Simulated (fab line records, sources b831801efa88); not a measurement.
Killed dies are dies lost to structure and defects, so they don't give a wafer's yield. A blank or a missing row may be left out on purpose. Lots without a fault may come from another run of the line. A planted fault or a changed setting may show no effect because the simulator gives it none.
Chamber matching | flow gf180mcu | GF_CONTACT_CVD_02 on pecvd-01: 3 sister chambers
The step deposits SiO2 from TEOS, target thk 860 nm, time 95.992 s. 6 wafers are shown with their chamber, then 7 later ones without.

WAFERS WITH THEIR CHAMBER
wafer  | chamber | rf_fwd_power_W (W) | heater_power_w (W)
L622.3 | 1       | 594.6              | 615
L627.2 | 0       | 597.6              | 590
L627.3 | 1       | 599.0              | 718
L627.5 | 2       | 596.2              | 535
L629.3 | 0       | 596.6              | 655
L629.5 | 2       | 598.1              | 663

WAFERS WITHOUT THEIR CHAMBER
wafer  | rf_fwd_power_W (W) | heater_power_w (W)
L629.6 | 597.1              | 523
L638.2 | 592.6              | 732
L638.4 | 594.4              | 600
L638.6 | 599.5              | 621
L640.3 | 597.2              | 642
L640.5 | 597.2              | 652
L640.6 | 597.1              | 532

WHICH CHAMBER EACH WENT THROUGH
wafer  | from the rows above          | in truth
L629.6 | can't be placed: 2 or 0 or 1 | 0
L638.2 | can't be placed: 1 or 0 or 2 | 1
L638.4 | can't be placed: 2 or 0 or 1 | 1
L638.6 | can't be placed: 0 or 2 or 1 | 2
L640.3 | can't be placed: 0 or 1 or 2 | 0
L640.5 | can't be placed: 1 or 0 or 2 | 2
L640.6 | can't be placed: 2 or 0 or 1 | 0
Placed correctly: 0 of 7. Can't be placed from these rows: 7 (the true chamber is among the candidates in 7). Placed wrongly: 0.
How it was worked out, from the rows above alone: a wafer's distance from a chamber is the root of the sum, over the readings, of the square of ((its reading less the chamber's mean) divided by the reading's scatter). The wafer belongs to the nearest chamber; if the next one is less than 2 further off, it can't be placed. A chamber's mean is the mean of its shown wafers. The scatter: the root of (the sum of the squares of (reading less its chamber's mean) over the shown wafers, divided by (wafers less chambers)).
